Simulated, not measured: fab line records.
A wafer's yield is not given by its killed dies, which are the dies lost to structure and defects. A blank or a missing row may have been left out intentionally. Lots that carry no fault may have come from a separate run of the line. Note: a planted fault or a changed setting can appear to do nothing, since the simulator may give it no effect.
fab line records | flow gf180mcu
[record] lots = 12 wafers = 36 lastDay = 34
route steps=602 shown STI@1 HV_LDD@185 CONTACT@304 V1@339
lots with no fault: from the same line, run without faults
startH: hours from the record's opening day to when the first of the lot's shown wafers began | waitH: hours from the lot's prior step to this one | " unchanged from the row above | L1.1+2: several wafers, shown together as one row | - either no value or no given start | * or withheld: withheld | < > ~ a bound
route shown NAME@n: a module of which the file shows steps, and the number in the route of the first | usual: mean and standard deviation over wafers with no fault | same: alike in all rows | chamber/n: place in a boat | sites: readings site by site | _std_site: standard deviation of those values | _edge_site: outer sites' mean less inner sites' | radiusMm: for every site, how far away it sits from the centre of the wafer | mask NAME#n: copy n | behind: tool/chamber where the wafer was last shaped | hold: why the lot was held/for how many hours/how that ended | device: names the non-switching transistor (n, p or np) | end of line: at the end of the route, the tests of the same wafers | a step with no rows: only its recipe | killed: the dies lost at the first sort to structure and to defects; this is not the yield of the wafer | map: per-die view of a wafer (x killed, . not killed, _ where there is no die)
set.NAME: the run value of the setting; set.NAME@STEP: its run value at that earlier step | model.NAME: the simulator's own value behind a step, which no gauge read
a sample of lots followed through the steps of the route, with each step as a table and each wafer as a row
services: when a tool's chamber went out of use (startH, in hours from the record's first day, below 0 if earlier), for how many hours, and the reason
[[steps]]
[step GF_STI_BOW_MEAS_00]
[recipe] mode = bow
[usual] INCOMING_BOW = 0/6.6
// columns lot.wafer tool chamber startH waitH INCOMING_BOW[um]
L753.1 filmMetro-01 - 10.00 - 1
L753.5 " - " " 6
L753.6 " - " " 1
L754.4 filmMetro-01 - 15.06 - 6
L754.5 " - " " 5
L754.6 " - " " 2
L756.1 filmMetro-04 - 25.00 - -16
L756.3 " - " " 3
L756.5 " - " " 5
L759.2 filmMetro-03 - 40.02 - 6
L759.5 " - " " -10
L759.6 " - " " -13
L760.2 filmMetro-03 - 45.02 - 1
L760.3 " - " " 1
L760.6 " - " " -16
L761.1 filmMetro-01 - 50.00 - -1
L761.2 " - " " -4
L761.5 " - " " -2
L764.3 filmMetro-04 - 65.04 - 3
L764.5 " - " " -4
L764.6 " - " " 9
L766.2 filmMetro-01 - 75.02 - 2
L766.5 " - " " 5
L766.6 " - " " -1
L768.1 filmMetro-01 - 85.00 - 10
L768.2 " - " " 2
L768.3 " - " " -7
L774.1 filmMetro-01 - 115.00 - -4
L774.3 " - " " 7
L774.6 " - " " -5
L775.3 filmMetro-01 - 120.04 - 3
L775.4 " - " " 5
L775.6 " - " " 1
L776.1 filmMetro-04 - 125.00 - -8
L776.5 " - " " -6
L776.6 " - " " -11
[step GF_HV_LDD_IMPLANT_09]
[recipe] species = As energyKev = 40 doseCm2 = 1e+14 tiltDeg = 7
[usual] beamEnergyKeV = 40.002/0.014
[same] implantIonAmu = 75
// columns lot.wafer tool chamber startH waitH beamEnergyKeV
L753.1 implanter-03 0 216.00 0.0 40.005
L753.5 " 0 " " 39.999
L753.6 " 0 " " 40.013
L754.4 implanter-04 0 221.77 0.1 39.996
L754.5 " 0 " " 39.984
L754.6 " 0 " " 39.999
L756.1 implanter-03 0 239.55 0.0 39.982
L756.3 " 0 " " 40.000
L756.5 " 0 " " 40.006
L759.2 implanter-04 0 258.23 0.0 40.000
L759.5 " 0 " " 40.001
L759.6 " 0 " " 39.995
L760.2 implanter-04 0 267.19 0.0 39.995
L760.3 " 0 " " 40.009
L760.6 " 0 " " 39.985
L761.1 implanter-04 0 275.56 0.0 40.007
L761.2 " 0 " " 40.009
L761.5 " 0 " " 40.012
L764.3 implanter-03 0 298.44 0.1 40.004
L764.5 " 0 " " 40.011
L764.6 " 0 " " 40.006
L766.2 implanter-04 0 309.63 0.0 33.615
L766.5 " 0 " " 33.613
L766.6 " 0 " " 33.620
L768.1 implanter-04 0 327.04 0.0 33.628
L768.2 " 0 " " 33.614
L768.3 " 0 " " 33.630
L774.1 implanter-02 0 371.66 0.0 39.988
L774.3 " 0 " " 39.990
L774.6 " 0 " " 39.993
L775.3 implanter-03 0 376.61 0.1 40.004
L775.4 " 0 " " 40.015
L775.6 " 0 " " 40.000
L776.1 implanter-03 0 385.46 0.0 40.002
L776.5 " 0 " " 39.998
L776.6 " 0 " " 40.002
[step GF_HV_LDD_TW_MEAS_11]
[usual] HV_LDD_TW = 2414/17
// columns lot.wafer tool chamber startH waitH hold HV_LDD_TW
L753.1 filmMetro-02 - 216.25 0.1 - 2424
L753.5 " - " " - 2414
L753.6 " - " " - 2425
L754.4 filmMetro-02 - 221.98 0.1 - 2412
L754.5 " - " " - 2426
L754.6 " - " " - 2402
L756.1 filmMetro-04 - 239.80 0.1 - 2418
L756.3 " - " " - 2418
L756.5 " - " " - 2425
L759.2 filmMetro-04 - 258.47 0.1 - 2428
L759.5 " - " " - 2438
L759.6 " - " " - 2428
L760.2 filmMetro-04 - 267.42 0.1 - 2422
L760.3 " - " " - 2414
L760.6 " - " " - 2412
L761.1 filmMetro-04 - 275.81 0.1 - 2417
L761.2 " - " " - 2426
L761.5 " - " " - 2416
L764.3 filmMetro-02 - 298.66 0.1 - 2418
L764.5 " - " " - 2412
L764.6 " - " " - 2418
L766.2 filmMetro-02 - 309.87 0.1 awaitDispo/0.2h/release 2310
L766.5 " - " " awaitDispo/0.2h/release 2297
L766.6 " - " " awaitDispo/0.2h/release 2301
L766.2 filmMetro-02 - 310.10 0.2 - 2302
L766.5 " - " " - 2304
L766.6 " - " " - 2320
L768.1 filmMetro-01 - 327.29 0.1 awaitDispo/0.2h/release 2262
L768.2 " - " " awaitDispo/0.2h/release 2262
L768.3 " - " " awaitDispo/0.2h/release 2266
L768.1 filmMetro-01 - 327.52 0.2 - 2270
L768.2 " - " " - 2255
L768.3 " - " " - 2275
L774.1 filmMetro-02 - 371.91 0.1 - 2428
L774.3 " - " " - 2434
L774.6 " - " " - 2429
L775.3 filmMetro-02 - 376.83 0.1 - 2442
L775.4 " - " " - 2445
L775.6 " - " " - 2436
L776.1 filmMetro-04 - 385.71 0.1 - 2408
L776.5 " - " " - 2409
L776.6 " - " " - 2406
[step GF_HV_LDD_RS_MEAS_53]
[recipe] thkMeasGauge = four-point-probe
[usual] HV_LDD_RS = 418.3/1
// columns lot.wafer tool chamber startH waitH hold HV_LDD_RS[ohm/sq]
L753.1 filmMetro-02 - 272.20 0.1 - 418.0
L753.5 " - " " - 417.5
L753.6 " - " " - 417.8
L754.4 filmMetro-02 - 280.50 0.1 - 419.5
L754.5 " - " " - 419.0
L754.6 " - " " - 419.0
L756.1 filmMetro-04 - 299.40 0.1 - 418.2
L756.3 " - " " - 417.3
L756.5 " - " " - 417.9
L759.2 filmMetro-04 - 319.37 0.1 - 417.5
L759.5 " - " " - 417.5
L759.6 " - " " - 417.5
L760.2 filmMetro-01 - 328.61 0.1 - 418.7
L760.3 " - " " - 418.8
L760.6 " - " " - 419.0
L761.1 filmMetro-04 - 338.12 0.1 - 416.2
L761.2 " - " " - 416.5
L761.5 " - " " - 417.3
L764.3 filmMetro-01 - 363.52 0.1 - 419.1
L764.5 " - " " - 419.0
L764.6 " - " " - 418.4
L766.2 filmMetro-02 - 375.31 0.1 awaitDispo/0.2h/release 423.4
L766.5 " - " " awaitDispo/0.2h/release 423.0
L766.6 " - " " awaitDispo/0.2h/release 423.1
L766.2 filmMetro-02 - 375.67 0.3 - 423.2
L766.5 " - " " - 422.8
L766.6 " - " " - 423.4
L768.1 filmMetro-04 - 393.93 0.1 awaitDispo/0.2h/release 422.3
L768.2 " - " " awaitDispo/0.2h/release 421.5
L768.3 " - " " awaitDispo/0.2h/release 421.7
L768.1 filmMetro-04 - 394.24 0.3 - 421.7
L768.2 " - " " - 421.5
L768.3 " - " " - 421.1
L774.1 filmMetro-04 - 443.47 0.1 - 418.4
L774.3 " - " " - 418.1
L774.6 " - " " - 417.9
L775.3 filmMetro-02 - 449.82 0.1 - 419.0
L775.4 " - " " - 417.3
L775.6 " - " " - 418.5
L776.1 filmMetro-02 - 459.18 0.1 - 418.1
L776.5 " - " " - 418.1
L776.6 " - " " - 418.0
[step GF_CONTACT_ETCH_17]
[recipe] chemistry = C4F8/O2/Ar maskMaterial = KrF target = SiO2 stopOn = CoSi2 sourceW = 1500 biasW = 1200 pressureMtorr = 40 c4f8FlowSccm = withheld O2_flow_sccm = 6 Ar_flow_sccm = 300 timeS = withheld targetDepthA = 8600
[usual] oesProductAu = 0.814/0.0045
// columns lot.wafer tool chamber startH waitH oesProductAu
L753.1 rieDiel-04 1 - - 0.818
L753.5 " 1 " " 0.814
L753.6 " 0 " " 0.812
L754.4 rieDiel-04 1 - - 0.812
L754.5 " 3 " " 0.812
L754.6 " 0 " " 0.820
L756.1 rieDiel-04 2 - - 0.817
L756.3 " 1 " " 0.810
L756.5 " 3 " " 0.808
L759.2 rieDiel-02 2 - - 0.822
L759.5 " 0 " " 0.815
L759.6 " 1 " " 0.814
L760.2 rieDiel-04 2 - - 0.813
L760.3 " 1 " " 0.807
L760.6 " 2 " " 0.823
L761.1 rieDiel-01 3 - - 0.810
L761.2 " 0 " " 0.818
L761.5 " 2 " " 0.817
L764.3 rieDiel-01 0 - - 0.811
L764.5 " 2 " " 0.818
L764.6 " 1 " " 0.816
L766.2 rieDiel-04 2 - - 0.813
L766.5 " 3 " " 0.821
L766.6 " 0 " " 0.821
L768.1 rieDiel-04 3 - - 0.816
L768.2 " 1 " " 0.806
L768.3 " 0 " " 0.809
L774.1 rieDiel-04 1 - - 0.819
L774.3 " 3 " " 0.814
L774.6 " 0 " " 0.816
L775.3 rieDiel-02 3 - - 0.814
L775.4 " 0 " " 0.814
L775.6 " 3 " " 0.806
L776.1 rieDiel-02 0 - - 0.811
L776.5 " 3 " " 0.808
L776.6 " 2 " " 0.810
[step GF_V1_CMP_04]
[recipe] material = SiO2 downForcePsi = 4 platenRpm = 60 padVelocityMS = 0.94248
[usual] edgeZonePressureFrac = 1.000/0.0053 motorCurrentA = 12.2/1.9 timeToEndpointS = 81/4.5
// columns lot.wafer tool chamber startH waitH edgeZonePressureFrac motorCurrentA timeToEndpointS
L753.1 cmp-01 2 384.45 0.4 1.004 11.0 84
L753.5 " 0 " " 1.002 11.1 89
L753.6 " 1 " " 0.998 12.0 86
L754.4 cmp-02 3 394.77 0.1 1.008 12.6 79
L754.6 " 1 " " 1.007 17.2 86
L754.5 " 2 " " 0.999 11.1 81
L756.3 cmp-02 0 417.74 0.1 1.009 11.0 84
L756.1 " 2 " " 0.998 12.0 80
L756.5 " 3 " " 0.993 13.7 93
L759.2 cmp-01 3 443.81 3.1 1.002 11.0 81
L759.6 " 1 " " 0.994 12.0 83
L759.5 " 2 " " 1.005 11.1 82
L760.2 cmp-01 2 451.71 0.1 0.996 11.6 89
L760.3 " 3 " " 0.992 11.0 85
L760.6 " 2 " " 0.994 11.5 89
L761.2 cmp-02 0 461.78 0.0 0.995 10.6 79
L761.1 " 1 " " 0.997 16.9 78
L761.5 " 0 " " 1.000 10.8 80
L764.3 cmp-02 1 491.72 0.1 1.000 16.2 79
L764.5 " 0 " " 1.005 10.6 81
L764.6 " 1 " " 1.002 15.9 85
L766.2 cmp-02 2 502.50 0.2 0.994 11.8 82
L766.6 " 3 " " 0.996 13.1 86
L766.5 " 0 " " 0.999 11.0 79
L768.3 cmp-01 3 522.38 0.0 1.004 11.3 75
L768.1 " 0 " " 0.997 10.8 77
L768.2 " 2 " " 1.002 11.4 75
L774.1 cmp-02 2 568.61 0.1 0.998 12.4 76
L774.3 " 3 " " 0.996 13.6 72
L774.6 " 1 " " 0.998 16.7 82
L775.4 cmp-02 2 573.75 0.1 1.004 11.9 82
L775.3 " 0 " " 1.001 10.7 83
L775.6 " 1 " " 1.007 16.6 83
L776.1 cmp-01 2 581.71 0.1 0.990 11.3 79
L776.5 " 2 " " 0.996 11.6 86
L776.6 " 3 " " 1.002 11.4 83
[[services]]
// columns tool chamber startH hours kind
cmp-02 - 204.44 7.2 repair
rieDiel-04 1 216.18 9.2 repair
cmp-01 - 223.72 4.1 repair
cmp-02 - 275.45 5.6 pm
cmp-02 - 286.81 4.0 pm
rieDiel-04 1 315.51 8.7 repair
cmp-02 - 352.45 4.8 repair
cmp-02 - 365.08 6.7 repair
implanter-04 - 400.81 5.7 pm
cmp-02 - 404.00 4.0 pm
implanter-04 - 412.95 5.2 repair
rieDiel-04 3 419.22 8.1 repair
implanter-04 - 429.61 0.8 repair
rieDiel-04 0 438.72 9.1 repair
cmp-02 - 440.12 1.6 repair
cmp-02 - 440.87 3.3 repair
rieDiel-04 1 445.51 8.4 repair
implanter-04 - 454.88 3.2 repair
implanter-04 - 470.78 1.4 repair
cmp-02 - 474.17 0.8 repair
cmp-02 - 482.20 2.2 repair
cmp-02 - 530.52 3.7 repair
cmp-02 - 570.22 1.9 repair
implanter-04 - 578.24 3.7 repair
[[key]]
[firstSign] step = GF_HV_LDD_IMPLANT_09 reading = beamEnergyKeV direction = down sigmas = 99+ usual = 40.002 struck = 33.620
[effect] step = GF_HV_LDD_TW_MEAS_11 reading = visit direction = added
[effect] step = GF_HV_LDD_TW_MEAS_11 reading = HV_LDD_TW direction = down sigmas = 7.8 usual = 2414 struck = 2283
[effect] step = GF_HV_LDD_RS_MEAS_53 reading = HV_LDD_RS direction = up sigmas = 4.1 usual = 418.3 struck = 422.5
metAt GF_HV_LDD_IMPLANT_09
struckLots L766,L768
testerLeftOut L766,L768
notActingAt GF_STI_BOW_MEAS_00,GF_CONTACT_ETCH_17,GF_V1_CMP_04
onsetBetween 275.56 309.63
[fault] kind = processParameterDrift tool = implanter-04 chamber = - onsetH = 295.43 steps = GF_HV_LDD_IMPLANT_09 channel = energyKev offset = -6.3769 shape = step endH = 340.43 actsIn = theseRecipesOnly stated = 40
// testerLeftOut: of these lots the tester's yield and bins aren't shown, on N5 and GAA mostly nor the transistor test; their killed dies are dies lost to structure and defects alone, not to doping, threshold or leakage, so they don't give the yield
